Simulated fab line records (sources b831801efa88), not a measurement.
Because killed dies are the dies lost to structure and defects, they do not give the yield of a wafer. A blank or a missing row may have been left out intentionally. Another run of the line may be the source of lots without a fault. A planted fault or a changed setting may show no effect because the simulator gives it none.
fab line records	flow sky130
record: lots: 24	wafers: 72	last-day: 52
route steps=708 shown FIELD_ISO@24 VT_ADJUST_HVTP@95 VIA1@482 CAPM@551 VIA4@652
lots untouched by any fault: they come from a run of this same line in which no faults occurred
start-h: hours from the record's first day to the start of the lot's first wafer shown	wait-h: time in hours since the lot's previous step	" the same as in the row above	L1.1+2: one row covering several wafers at once	- no value, or no start given	* or withheld: withheld	< > ~ a bound
route shown NAME@n: names a module that has steps shown in the file, with the first one's number in the route	usual: the fault-free wafers' mean and standard deviation	same: alike in all rows	chamber/n: place in a boat	sites: the reading at each site	_std_site: standard deviation of those values	_edge_site: mean of outer sites minus mean of inner sites	radius-mm: for every site, how far away it sits from the centre of the wafer	mask NAME#n: copy n	behind: the tool/chamber that last shaped the wafer	hold: cause of the lot's hold/its duration in hours/its outcome	device: whichever transistor did not switch (one of n, p or np)	end of line: tests run on the same wafers once the route is complete	step lacking rows: just its recipe	killed: at the first sort, the dies lost to defects and structure; wafer yield is something else	map: dies across one wafer; x = killed, . = not, _ = none there
set.NAME: the run value of the setting; set.NAME@STEP: its run value at that earlier step	model.NAME: the simulator's own value behind a step, which no gauge read
the route's steps for a sample of lots (tables are steps, rows are wafers)
services: when a tool's chamber went out of use (start-h, in hours from the record's first day, below 0 if earlier), for how many hours, and the reason
== steps ==
step: SKY_FIELD_ISO_THK_MEAS_23
recipe: reads: SiO2_of_FIELD_ISO_OXIDATION_22
usual: FIELD_ISO_OXIDATION_01_THK: 10.02/0.15
lot.wafer	tool	chamber	start-h	wait-h	FIELD_ISO_OXIDATION_01_THK[nm]
L074.1	film-metro-01	-	34.95	0.0	9.82
L074.3	"	-	"	"	9.73
L074.5	"	-	"	"	9.83
L075.1	film-metro-02	-	39.21	0.0	10.02
L075.4	"	-	"	"	9.86
L075.5	"	-	"	"	9.98
L076.2	film-metro-04	-	45.71	0.0	10.02
L076.4	"	-	"	"	9.95
L076.5	"	-	"	"	10.10
L077.2	film-metro-04	-	49.35	0.0	10.11
L077.3	"	-	"	"	10.08
L077.6	"	-	"	"	10.16
L078.2	film-metro-02	-	53.41	0.0	9.99
L078.4	"	-	"	"	9.89
L078.6	"	-	"	"	10.06
L079.1	film-metro-01	-	58.57	0.0	10.13
L079.2	"	-	"	"	10.00
L079.3	"	-	"	"	9.92
L080.1	film-metro-02	-	61.14	0.0	9.89
L080.2	"	-	"	"	9.91
L080.4	"	-	"	"	9.96
L081.2	film-metro-02	-	68.76	0.0	10.08
L081.4	"	-	"	"	10.18
L081.6	"	-	"	"	10.22
L082.1	film-metro-02	-	72.77	0.0	9.86
L082.4	"	-	"	"	9.99
L082.5	"	-	"	"	9.94
L083.2	film-metro-04	-	77.81	0.0	9.89
L083.4	"	-	"	"	9.79
L083.6	"	-	"	"	9.87
L084.1	film-metro-04	-	83.94	0.0	10.13
L084.3	"	-	"	"	9.98
L084.5	"	-	"	"	10.01
L085.2	film-metro-04	-	89.88	0.0	9.98
L085.3	"	-	"	"	10.10
L085.6	"	-	"	"	9.78
L086.2	film-metro-02	-	93.31	0.0	10.07
L086.4	"	-	"	"	10.09
L086.6	"	-	"	"	10.23
L087.3	film-metro-04	-	100.09	0.0	9.78
L087.5	"	-	"	"	9.80
L087.6	"	-	"	"	9.92
L088.2	film-metro-04	-	161.07	0.0	9.85
L088.4	"	-	"	"	9.98
L088.5	"	-	"	"	9.75
L089.3	film-metro-01	-	162.82	0.0	10.02
L089.4	"	-	"	"	10.01
L089.5	"	-	"	"	9.86
L092.1	film-metro-02	-	168.98	0.0	9.97
L092.2	"	-	"	"	10.08
L092.4	"	-	"	"	10.24
L093.1	film-metro-04	-	168.98	0.0	10.16
L093.3	"	-	"	"	9.95
L093.5	"	-	"	"	10.21
L091.3	film-metro-01	-	169.00	0.0	10.10
L091.4	"	-	"	"	10.12
L091.5	"	-	"	"	10.07
L090.1	film-metro-04	-	169.04	0.1	10.36
L090.3	"	-	"	"	10.27
L090.4	"	-	"	"	10.15
L094.1	film-metro-01	-	169.04	0.1	10.23
L094.3	"	-	"	"	10.05
L094.5	"	-	"	"	10.02
L095.4	film-metro-02	-	169.07	0.1	10.22
L095.5	"	-	"	"	10.11
L095.6	"	-	"	"	10.14
L096.1	film-metro-04	-	172.80	0.0	10.32
L096.2	"	-	"	"	10.17
L096.4	"	-	"	"	10.40
L097.1	film-metro-01	-	172.80	0.0	9.88
L097.3	"	-	"	"	9.71
L097.4	"	-	"	"	9.91
step: SKY_VT_ADJUST_HVTP_STRIP_10
recipe: chemistry: O2/N2	power-w: 1400	pressure-mtorr: 1500	platen-temp-c: withheld	o2-flow-sccm: 3000	n2-flow-sccm: 300	overash-fraction: 0.5
usual: drypump-motor-current-A: 5.81/0.058	o2-flow-sccm: 3000/9.1	oes-product-au: 0.716/0.0047	strip-time-to-endpoint-s: 14.18/0.047
lot.wafer	tool	chamber	start-h	wait-h	drypump-motor-current-A	o2-flow-sccm	oes-product-au	rf-hours-counter-h	strip-time-to-endpoint-s
L074.1	plasma-asher-01	1	164.45	0.1	5.78	3005	0.714	45	14.19
L074.3	"	0	"	"	5.91	3006	0.713	-	14.24
L074.5	"	1	"	"	5.77	3005	0.717	-	14.21
L075.1	plasma-asher-04	1	165.29	0.1	5.79	3004	0.715	2	14.15
L075.4	"	1	"	"	5.80	2994	0.711	-	14.19
L075.5	"	1	"	"	5.79	3003	0.718	-	14.16
L076.2	plasma-asher-01	0	166.01	0.1	5.92	3001	0.712	45	14.19
L076.4	"	0	"	"	5.92	2984	0.725	-	14.21
L076.5	"	1	"	"	5.78	3007	0.718	-	14.20
L077.2	plasma-asher-01	1	166.61	0.1	5.77	3004	0.709	45	14.20
L077.3	"	1	"	"	5.76	2997	0.717	-	14.21
L077.6	"	1	"	"	5.78	3019	0.718	-	14.16
L078.2	plasma-asher-02	1	167.95	0.1	5.76	3006	0.713	47	14.19
L078.4	"	0	"	"	5.81	3009	0.720	-	14.20
L078.6	"	0	"	"	5.80	3019	0.719	-	14.13
L079.1	plasma-asher-04	0	168.19	0.1	5.81	3006	0.715	3	14.15
L079.2	"	1	"	"	5.74	2998	0.720	3	14.14
L079.3	"	1	"	"	5.73	2995	0.721	-	14.15
L080.1	plasma-asher-04	1	168.55	0.1	5.85	2994	0.707	3	14.08
L080.2	"	0	"	"	5.81	3000	0.722	3	14.12
L080.4	"	0	"	"	5.81	3004	0.718	-	14.09
L081.2	plasma-asher-02	0	168.79	0.1	5.76	3012	0.716	47	14.15
L081.4	"	1	"	"	5.76	3007	0.719	-	14.20
L081.6	"	0	"	"	5.77	2996	0.716	-	14.21
L082.1	plasma-asher-01	1	169.03	0.1	5.74	2990	0.711	46	14.11
L082.4	"	0	"	"	5.92	2967	0.711	-	14.15
L082.5	"	0	"	"	5.92	2991	0.718	-	14.16
L083.2	plasma-asher-04	1	169.39	0.1	5.81	2989	0.722	3	14.11
L083.4	"	1	"	"	5.79	2982	0.708	-	14.08
L083.6	"	1	"	"	5.79	2999	0.722	-	14.14
L084.1	plasma-asher-02	0	169.51	0.1	5.80	2996	0.720	47	14.21
L084.3	"	1	"	"	5.78	3002	0.724	-	14.18
L084.5	"	1	"	"	5.81	2997	0.710	-	14.22
L085.2	plasma-asher-01	0	169.75	0.1	5.91	2999	0.716	46	14.14
L085.3	"	1	"	"	5.77	3007	0.720	-	14.15
L085.6	"	1	"	"	5.77	2985	0.715	-	14.12
L086.2	plasma-asher-01	1	169.87	0.1	5.74	3004	0.713	46	14.17
L086.4	"	1	"	"	5.77	3011	0.724	-	14.18
L086.6	"	0	"	"	5.93	2990	0.716	-	14.15
L087.3	plasma-asher-02	1	170.14	0.1	5.78	3012	0.711	-	14.16
L087.5	"	0	"	"	5.80	2993	0.719	-	14.15
L087.6	"	1	"	"	5.77	3006	0.712	-	14.20
L088.2	plasma-asher-02	1	279.78	0.1	5.79	2999	0.730	59	14.21
L088.4	"	0	"	"	5.79	3006	0.712	-	14.19
L088.5	"	0	"	"	5.78	2997	0.722	-	14.22
L089.3	plasma-asher-04	1	288.21	0.1	5.81	3013	0.714	-	14.11
L089.4	"	0	"	"	5.81	3013	0.715	-	14.14
L089.5	"	1	"	"	5.83	3013	0.716	-	14.09
L093.1	plasma-asher-04	1	291.18	0.1	5.75	3002	0.721	16	14.25
L093.3	"	1	"	"	5.75	3006	0.715	-	14.19
L093.5	"	0	"	"	5.82	3007	0.719	-	14.20
L091.3	plasma-asher-02	1	291.86	0.1	5.76	3001	0.723	-	14.11
L091.4	"	0	"	"	5.78	3004	0.718	-	14.08
L091.5	"	0	"	"	5.79	3010	0.724	-	14.13
L092.1	plasma-asher-04	1	293.17	0.1	5.76	3004	0.717	16	14.24
L092.2	"	0	"	"	5.80	3003	0.715	16	14.23
L092.4	"	1	"	"	5.78	2994	0.717	-	14.21
L094.1	plasma-asher-01	1	293.65	0.1	5.76	2986	0.709	55	14.23
L094.3	"	0	"	"	5.92	3001	0.722	-	14.22
L094.5	"	1	"	"	5.73	3001	0.711	-	14.21
L090.1	plasma-asher-04	0	294.12	0.1	5.77	3000	0.714	16	14.19
L090.3	"	0	"	"	5.81	3002	0.713	-	14.25
L090.4	"	1	"	"	5.79	2995	0.715	-	14.18
L095.4	plasma-asher-01	0	294.33	0.1	5.93	3014	0.715	-	14.24
L095.5	"	1	"	"	5.75	3000	0.716	-	14.28
L095.6	"	0	"	"	5.93	3000	0.714	-	14.23
L097.1	plasma-asher-04	0	296.20	0.1	5.82	3000	0.719	16	14.11
L097.3	"	1	"	"	5.80	2996	0.722	-	14.14
L097.4	"	0	"	"	5.82	2990	0.723	-	14.13
L096.1	plasma-asher-01	1	297.49	0.1	5.78	3013	0.709	56	14.18
L096.2	"	0	"	"	5.93	3003	0.714	56	14.25
L096.4	"	0	"	"	5.92	2993	0.713	-	14.28
step: SKY_VT_ADJUST_HVTP_TW_MEAS_11
usual: VT_ADJUST_HVTP_TW: 1355/14
lot.wafer	tool	chamber	start-h	wait-h	VT_ADJUST_HVTP_TW
L074.1	film-metro-02	-	164.55	0.1	1371
L074.3	"	-	"	"	1367
L074.5	"	-	"	"	1389
L075.1	film-metro-04	-	165.39	0.1	1355
L075.4	"	-	"	"	1346
L075.5	"	-	"	"	1345
L076.2	film-metro-02	-	166.12	0.1	1369
L076.4	"	-	"	"	1367
L076.5	"	-	"	"	1371
L077.2	film-metro-04	-	166.72	0.1	1353
L077.3	"	-	"	"	1344
L077.6	"	-	"	"	1347
L078.2	film-metro-02	-	168.06	0.1	1370
L078.4	"	-	"	"	1372
L078.6	"	-	"	"	1365
L079.1	film-metro-04	-	168.29	0.1	1345
L079.2	"	-	"	"	1347
L079.3	"	-	"	"	1339
L080.1	film-metro-02	-	168.65	0.1	1377
L080.2	"	-	"	"	1375
L080.4	"	-	"	"	1365
L081.2	film-metro-04	-	168.90	0.1	1341
L081.4	"	-	"	"	1342
L081.6	"	-	"	"	1335
L082.1	film-metro-03	-	169.13	0.1	1345
L082.4	"	-	"	"	1343
L082.5	"	-	"	"	1346
L083.2	film-metro-03	-	169.50	0.1	1352
L083.4	"	-	"	"	1353
L083.6	"	-	"	"	1336
L084.1	film-metro-02	-	169.61	0.1	1377
L084.3	"	-	"	"	1368
L084.5	"	-	"	"	1375
L085.2	film-metro-04	-	169.86	0.1	1344
L085.3	"	-	"	"	1345
L085.6	"	-	"	"	1348
L086.2	film-metro-02	-	169.98	0.1	1375
L086.4	"	-	"	"	1375
L086.6	"	-	"	"	1370
L087.3	film-metro-03	-	170.23	0.1	1338
L087.5	"	-	"	"	1353
L087.6	"	-	"	"	1345
L088.2	film-metro-03	-	279.89	0.1	1343
L088.4	"	-	"	"	1344
L088.5	"	-	"	"	1349
L089.3	film-metro-03	-	288.29	0.1	1336
L089.4	"	-	"	"	1334
L089.5	"	-	"	"	1338
L093.1	film-metro-04	-	291.28	0.1	1351
L093.3	"	-	"	"	1357
L093.5	"	-	"	"	1351
L091.3	film-metro-04	-	291.95	0.1	1360
L091.4	"	-	"	"	1359
L091.5	"	-	"	"	1350
L092.1	film-metro-04	-	293.27	0.1	1350
L092.2	"	-	"	"	1355
L092.4	"	-	"	"	1355
L094.1	film-metro-03	-	293.75	0.1	1337
L094.3	"	-	"	"	1334
L094.5	"	-	"	"	1334
L090.1	film-metro-02	-	294.22	0.1	1369
L090.3	"	-	"	"	1369
L090.4	"	-	"	"	1378
L095.4	film-metro-04	-	294.43	0.1	1354
L095.5	"	-	"	"	1355
L095.6	"	-	"	"	1357
L097.1	film-metro-04	-	296.30	0.1	1351
L097.3	"	-	"	"	1354
L097.4	"	-	"	"	1356
L096.1	film-metro-02	-	297.59	0.1	1367
L096.2	"	-	"	"	1371
L096.4	"	-	"	"	1370
step: SKY_VIA1_CMP_24
recipe: stop-on: SiO2	t-overpolish-s: 15	down-force-psi: 3.5	platen-rpm: 60	target-thk-nm: 0	pad-velocity-m-s: 0.94248
usual: motor-current-A: 11.4/0.93	overpolish-run-s: 14.999/0.0098	time-to-endpoint-s: 66/4.8
lot.wafer	tool	chamber	start-h	wait-h	motor-current-A	overpolish-run-s	time-to-endpoint-s
L074.3	cmp-02	1	832.49	0.0	11.9	14.998	75
L074.1	"	0	"	"	10.2	15.016	70
L074.5	"	1	"	"	10.8	15.010	72
L075.4	cmp-01	1	836.07	0.0	10.1	14.999	56
L075.1	"	3	"	"	11.1	15.005	63
L075.5	"	2	"	"	13.3	15.008	71
L076.2	cmp-02	0	840.22	0.0	10.9	15.010	65
L076.4	"	2	"	"	12.0	14.984	62
L076.5	"	1	"	"	10.8	14.991	73
L077.2	cmp-01	0	850.34	0.1	12.8	15.005	71
L077.3	"	2	"	"	12.4	15.020	71
L077.6	"	3	"	"	11.3	15.007	64
L078.2	cmp-02	2	851.84	0.0	12.7	15.006	63
L078.4	"	3	"	"	11.4	14.987	61
L078.6	"	3	"	"	11.1	15.007	60
L079.2	cmp-02	0	855.16	0.1	10.4	14.984	66
L079.3	"	1	"	"	11.2	15.017	69
L079.1	"	2	"	"	12.7	15.000	61
L080.4	cmp-01	2	855.97	0.0	12.8	14.989	71
L080.2	"	3	"	"	11.5	14.994	67
L080.1	"	0	"	"	11.8	15.012	69
L083.2	cmp-02	2	856.11	0.1	12.1	14.995	59
L083.4	"	0	"	"	10.4	14.998	62
L083.6	"	2	"	"	11.5	14.998	59
L082.4	cmp-02	2	856.41	0.0	11.3	14.986	62
L082.1	"	0	"	"	10.3	15.003	64
L082.5	"	2	"	"	12.5	15.013	58
L081.2	cmp-01	1	856.74	0.1	10.4	15.003	59
L081.4	"	2	"	"	12.8	15.009	73
L081.6	"	1	"	"	9.7	15.001	63
L084.1	cmp-02	0	859.14	0.1	10.1	14.981	65
L084.3	"	3	"	"	11.7	14.996	57
L084.5	"	0	"	"	10.5	15.003	64
L087.3	cmp-01	0	862.07	0.1	11.7	15.001	70
L087.5	"	2	"	"	13.0	14.996	74
L087.6	"	3	"	"	10.5	14.991	64
L085.2	cmp-02	3	863.19	0.1	11.7	14.993	61
L085.3	"	0	"	"	10.3	14.956	63
L085.6	"	3	"	"	11.2	15.011	62
L086.4	cmp-02	1	863.79	0.4	11.1	15.000	71
L086.2	"	0	"	"	10.3	15.003	64
L086.6	"	1	"	"	10.7	14.995	70
L088.4	cmp-01	3	985.30	0.0	10.6	14.989	65
L088.2	"	1	"	"	10.0	14.985	65
L088.5	"	0	"	"	12.5	14.988	71
L089.3	cmp-02	1	997.59	0.1	11.1	14.990	74
L089.4	"	3	"	"	11.5	14.994	64
L089.5	"	0	"	"	9.9	14.987	70
L093.1	cmp-01	2	998.54	0.1	12.0	15.002	71
L093.3	"	0	"	"	12.2	14.992	67
L093.5	"	1	"	"	10.4	14.988	65
L092.2	cmp-01	1	999.06	0.1	9.8	14.993	63
L092.1	"	2	"	"	12.8	14.986	70
L092.4	"	3	"	"	10.8	15.002	63
L091.4	cmp-01	0	1001.42	0.1	11.3	14.998	72
L091.3	"	1	"	"	9.8	15.013	65
L091.5	"	2	"	"	12.7	14.977	74
L094.3	cmp-01	2	1002.12	0.1	13.3	14.995	70
L094.1	"	3	"	"	11.1	14.998	60
L094.5	"	0	"	"	11.8	15.002	68
L090.1	cmp-01	2	1003.22	0.1	12.2	14.986	75
L090.3	"	3	"	"	10.8	15.015	64
L090.4	"	0	"	"	12.9	14.996	69
L095.4	cmp-02	3	1005.63	0.1	11.2	15.007	66
L095.6	"	1	"	"	11.1	14.996	77
L095.5	"	2	"	"	11.9	15.005	61
L097.4	cmp-02	2	1006.85	0.0	11.8	14.977	64
L097.1	"	3	"	"	10.8	14.998	65
L097.3	"	0	"	"	10.2	15.010	68
L096.2	cmp-01	0	1007.70	0.1	12.2	14.995	68
L096.4	"	1	"	"	10.2	14.998	63
L096.1	"	2	"	"	12.5	15.000	71
step: SKY_CAPM_STRIP_14
recipe: chemistry: O2/N2	power-w: 1400	pressure-mtorr: 1500	platen-temp-c: withheld	o2-flow-sccm: 3000	n2-flow-sccm: 300	overash-fraction: 0.5
usual: drypump-motor-current-A: 5.62/0.27	o2-flow-sccm: 3000/8.4	oes-product-au: 0.710/0.0047	strip-time-to-endpoint-s: 12.63/0.049
lot.wafer	tool	chamber	start-h	wait-h	drypump-motor-current-A	o2-flow-sccm	oes-product-au	rf-hours-counter-h	strip-time-to-endpoint-s
L074.1	plasma-asher-02	1	916.16	0.1	5.79	3011	0.714	19	12.69
L074.3	"	1	"	"	5.77	3008	0.704	-	12.64
L074.5	"	0	"	"	5.81	2990	0.719	-	12.63
L075.1	plasma-asher-03	1	920.49	0.1	5.15	3007	0.721	100	12.63
L075.4	"	1	"	"	5.13	2997	0.701	-	12.66
L075.5	"	1	"	"	5.13	3007	0.710	-	12.71
L076.2	plasma-asher-01	1	923.84	0.1	5.75	2997	0.712	51	12.67
L076.4	"	1	"	"	5.80	3001	0.710	-	12.64
L076.5	"	1	"	"	5.78	2999	0.709	-	12.65
L077.2	plasma-asher-02	1	933.61	0.1	5.78	3004	0.710	20	12.68
L077.3	"	1	"	"	5.77	2996	0.707	-	12.71
L077.6	"	1	"	"	5.74	2995	0.710	-	12.68
L078.2	plasma-asher-02	0	934.26	0.1	5.81	3014	0.715	21	12.65
L078.4	"	0	"	"	5.82	2995	0.716	-	12.69
L078.6	"	0	"	"	5.78	3002	0.708	-	12.57
L079.1	plasma-asher-02	1	937.28	0.1	5.77	2993	0.709	21	12.62
L079.2	"	0	"	"	5.80	3009	0.713	21	12.65
L079.3	"	0	"	"	5.77	3005	0.715	-	12.57
L080.1	plasma-asher-03	0	937.58	0.1	5.44	3002	0.704	102	12.57
L080.2	"	1	"	"	5.16	2986	0.711	102	12.65
L080.4	"	1	"	"	5.17	3003	0.702	-	12.56
L083.2	plasma-asher-02	1	937.88	0.1	5.77	3004	0.713	21	12.66
L083.4	"	0	"	"	5.82	3008	0.708	-	12.67
L083.6	"	0	"	"	5.81	3003	0.711	-	12.67
L082.1	plasma-asher-01	0	938.18	0.1	5.94	2999	0.709	52	12.62
L082.4	"	1	"	"	5.76	3002	0.713	-	12.60
L082.5	"	1	"	"	5.75	2988	0.708	-	12.56
L081.2	plasma-asher-03	0	939.93	0.1	5.46	3006	0.706	102	12.60
L081.4	"	0	"	"	5.47	2990	0.712	-	12.60
L081.6	"	1	"	"	5.15	2993	0.707	-	12.63
L084.1	plasma-asher-03	1	940.94	0.1	5.13	3002	0.703	102	12.60
L084.3	"	0	"	"	5.46	2992	0.708	-	12.62
L084.5	"	1	"	"	5.16	2989	0.710	-	12.56
L087.3	plasma-asher-03	1	945.42	0.1	5.13	2997	0.704	-	12.68
L087.5	"	0	"	"	5.45	3000	0.715	-	12.72
L087.6	"	1	"	"	5.18	2994	0.705	-	12.63
L085.2	plasma-asher-02	0	945.84	0.1	5.79	2996	0.713	21	12.66
L085.3	"	1	"	"	5.79	2988	0.708	-	12.58
L085.6	"	1	"	"	5.79	2994	0.702	-	12.67
L086.2	plasma-asher-02	0	946.14	0.1	5.79	2991	0.713	22	12.52
L086.4	"	0	"	"	5.81	2991	0.710	-	12.54
L086.6	"	0	"	"	5.80	2985	0.710	-	12.56
L088.2	plasma-asher-01	1	1063.36	0.1	5.73	3008	0.712	64	12.63
L088.4	"	1	"	"	5.74	2999	0.716	-	12.68
L088.5	"	0	"	"	5.92	2993	0.708	-	12.71
L089.3	plasma-asher-02	1	1073.24	0.1	5.77	2993	0.707	-	12.65
L089.4	"	0	"	"	5.82	3004	0.710	-	12.62
L089.5	"	1	"	"	5.81	2988	0.713	-	12.64
L092.1	plasma-asher-03	1	1075.21	0.1	5.13	2987	0.706	1	12.62
L092.2	"	0	"	"	5.45	3001	0.710	1	12.61
L092.4	"	1	"	"	5.14	2993	0.710	-	12.67
L091.3	plasma-asher-03	1	1077.02	0.1	5.16	3015	0.703	-	12.60
L091.4	"	0	"	"	5.46	3001	0.712	-	12.62
L091.5	"	0	"	"	5.41	3019	0.716	-	12.61
L094.1	plasma-asher-02	0	1077.26	0.1	5.80	2999	0.704	27	12.68
L094.3	"	1	"	"	5.78	3000	0.714	-	12.69
L094.5	"	1	"	"	5.79	2992	0.716	-	12.70
L090.1	plasma-asher-01	0	1077.88	0.1	5.92	3017	0.709	65	12.61
L090.3	"	0	"	"	5.94	3010	0.708	-	12.53
L090.4	"	1	"	"	5.77	3005	0.710	-	12.55
L095.4	plasma-asher-01	0	1078.99	0.1	5.93	3007	0.712	-	12.66
L095.5	"	1	"	"	5.73	3000	0.705	-	12.60
L095.6	"	0	"	"	5.95	2996	0.706	-	12.63
L097.1	plasma-asher-03	1	1081.39	0.1	5.13	2993	0.711	2	12.61
L097.3	"	1	"	"	5.14	2996	0.712	-	12.61
L097.4	"	0	"	"	5.45	2989	0.719	-	12.65
L096.1	plasma-asher-03	1	1082.51	0.1	5.15	3003	0.712	2	12.69
L096.2	"	0	"	"	5.46	3016	0.708	2	12.57
L096.4	"	0	"	"	5.47	3024	0.701	-	12.69
L093.1	plasma-asher-02	1	1083.16	0.1	5.77	3004	0.721	28	12.53
L093.3	"	1	"	"	5.81	3011	0.713	-	12.57
L093.5	"	1	"	"	5.80	3005	0.718	-	12.61
step: SKY_VIA4_STRIP_13
recipe: chemistry: O2/N2	power-w: 1400	pressure-mtorr: 1500	platen-temp-c: withheld	o2-flow-sccm: 3000	n2-flow-sccm: 300	overash-fraction: 0.5
usual: drypump-motor-current-A: 5.69/0.24	o2-flow-sccm: 3000/8.2	oes-product-au: 0.710/0.0041	strip-time-to-endpoint-s: 12.81/0.033
lot.wafer	tool	chamber	start-h	wait-h	drypump-motor-current-A	o2-flow-sccm	oes-product-au	rf-hours-counter-h	strip-time-to-endpoint-s
L074.1	plasma-asher-04	0	1046.81	-	5.80	2991	0.707	95	12.82
L074.3	"	0	"	"	5.80	2985	0.710	-	12.79
L074.5	"	0	"	"	5.81	2998	0.715	-	12.78
L075.1	plasma-asher-04	0	1052.53	-	5.81	2994	0.715	95	12.80
L075.4	"	0	"	"	5.80	2997	0.713	-	12.79
L075.5	"	1	"	"	5.82	3007	0.707	-	12.83
L076.2	plasma-asher-01	1	1056.01	-	5.77	2980	0.708	63	12.77
L076.4	"	0	"	"	5.92	3000	0.705	-	12.77
L076.5	"	0	"	"	5.92	3011	0.716	-	12.76
L077.2	plasma-asher-03	1	1064.86	-	5.15	2987	0.708	0	12.83
L077.3	"	1	"	"	5.16	3010	0.708	-	12.79
L077.6	"	1	"	"	5.16	2991	0.708	-	12.87
L078.2	plasma-asher-01	1	1065.05	-	5.76	3004	0.700	64	12.83
L078.4	"	1	"	"	5.80	3001	0.710	-	12.82
L078.6	"	1	"	"	5.75	3007	0.716	-	12.82
L080.1	plasma-asher-01	1	1067.70	-	5.74	3004	0.713	64	12.89
L080.2	"	0	"	"	5.92	3004	0.713	64	12.89
L080.4	"	1	"	"	5.73	2996	0.703	-	12.82
L079.1	plasma-asher-03	1	1067.83	-	5.14	2996	0.711	0	12.81
L079.2	"	0	"	"	5.45	3003	0.709	0	12.77
L079.3	"	0	"	"	5.46	3015	0.715	-	12.82
L083.2	plasma-asher-04	1	1068.00	-	5.80	3006	0.711	98	12.86
L083.4	"	1	"	"	5.76	3003	0.709	-	12.81
L083.6	"	0	"	"	5.79	3002	0.708	-	12.82
L082.1	plasma-asher-01	0	1068.48	-	5.92	3008	0.715	65	12.77
L082.4	"	1	"	"	5.77	3009	0.714	-	12.82
L082.5	"	1	"	"	5.77	3003	0.708	-	12.83
L081.2	plasma-asher-01	0	1069.86	-	5.91	2989	0.708	65	12.80
L081.4	"	1	"	"	5.75	3004	0.714	-	12.77
L081.6	"	0	"	"	5.92	2998	0.705	-	12.78
L084.1	plasma-asher-04	0	1070.16	-	5.80	2998	0.713	98	12.80
L084.3	"	1	"	"	5.74	2995	0.709	-	12.83
L084.5	"	1	"	"	5.81	2999	0.704	-	12.86
L087.3	plasma-asher-01	0	1075.54	-	5.93	2993	0.704	-	12.78
L087.5	"	0	"	"	5.93	2997	0.707	-	12.80
L087.6	"	1	"	"	5.76	3015	0.706	-	12.83
L085.2	plasma-asher-01	0	1076.31	-	5.94	2991	0.711	65	12.77
L085.3	"	0	"	"	5.92	3008	0.712	-	12.82
L085.6	"	0	"	"	5.93	3000	0.709	-	12.77
L086.2	plasma-asher-04	1	1076.61	-	5.78	2990	0.711	99	12.81
L086.4	"	0	"	"	5.79	2990	0.710	-	12.78
L086.6	"	1	"	"	5.76	2995	0.704	-	12.77
L088.2	plasma-asher-03	1	1171.86	-	5.17	2997	0.699	11	12.77
L088.4	"	1	"	"	5.16	2984	0.714	-	12.77
L088.5	"	0	"	"	5.47	3006	0.705	-	12.75
L089.3	plasma-asher-04	1	1180.71	-	5.82	2997	0.705	-	12.77
L089.4	"	0	"	"	5.82	2987	0.711	-	12.80
L089.5	"	1	"	"	5.78	2996	0.705	-	12.78
L092.1	plasma-asher-03	1	1181.36	-	5.15	3011	0.709	11	12.85
L092.2	"	0	"	"	5.46	2991	0.708	11	12.84
L092.4	"	1	"	"	5.13	3012	0.708	-	12.81
L091.3	plasma-asher-04	1	1183.21	-	5.81	3004	0.714	-	12.80
L091.4	"	0	"	"	5.80	2995	0.713	-	12.77
L091.5	"	1	"	"	5.77	3007	0.706	-	12.80
L094.1	plasma-asher-01	0	1184.16	-	5.93	3010	0.713	74	12.85
L094.3	"	1	"	"	5.76	2990	0.710	-	12.86
L094.5	"	1	"	"	5.80	2989	0.711	-	12.80
L090.1	plasma-asher-04	0	1184.81	-	5.80	3001	0.704	109	12.76
L090.3	"	1	"	"	5.76	2997	0.705	-	12.80
L090.4	"	0	"	"	5.79	3008	0.713	-	12.77
L095.4	plasma-asher-03	0	1185.11	-	5.44	3013	0.706	-	12.80
L095.5	"	1	"	"	5.16	2999	0.707	-	12.82
L095.6	"	0	"	"	5.45	3009	0.708	-	12.78
L097.1	plasma-asher-03	1	1186.73	-	5.15	2998	0.709	12	12.88
L097.3	"	0	"	"	5.47	2998	0.711	-	12.84
L097.4	"	1	"	"	5.15	3013	0.714	-	12.80
L096.1	plasma-asher-01	0	1187.64	-	5.90	3000	0.707	75	12.81
L096.2	"	1	"	"	5.73	2989	0.712	75	12.79
L096.4	"	0	"	"	5.90	2998	0.704	-	12.78
L093.1	plasma-asher-04	0	1188.28	-	5.79	3005	0.716	110	12.80
L093.3	"	1	"	"	5.78	2999	0.704	-	12.83
L093.5	"	1	"	"	5.77	2996	0.696	-	12.90
== services ==
tool	chamber	start-h	hours	kind
plasma-asher-02	-	184.67	1.7	repair
plasma-asher-01	-	195.43	28.1	pm
plasma-asher-04	-	231.20	1.4	repair
plasma-asher-02	-	306.55	4.2	repair
plasma-asher-04	-	329.49	5.1	repair
plasma-asher-04	-	395.99	1.9	repair
plasma-asher-01	-	421.25	9.0	pm
plasma-asher-02	-	461.82	1.2	repair
plasma-asher-04	-	480.39	2.8	pm
plasma-asher-04	-	485.57	3.0	repair
plasma-asher-01	-	493.92	2.3	repair
plasma-asher-01	-	516.65	1.2	repair
plasma-asher-02	-	528.37	0.6	repair
plasma-asher-01	-	636.26	12.8	repair
plasma-asher-01	-	719.65	2.8	pm
plasma-asher-02	-	733.75	9.0	pm
plasma-asher-02	-	775.79	2.8	pm
plasma-asher-04	-	780.83	14.6	pm
plasma-asher-02	-	839.52	1.4	repair
plasma-asher-02	-	949.69	3.4	repair
plasma-asher-01	-	977.38	12.5	repair
plasma-asher-04	-	1002.74	1.3	repair
plasma-asher-01	-	1021.66	14.6	pm
plasma-asher-01	-	1148.60	16.6	repair
== key ==
fault none
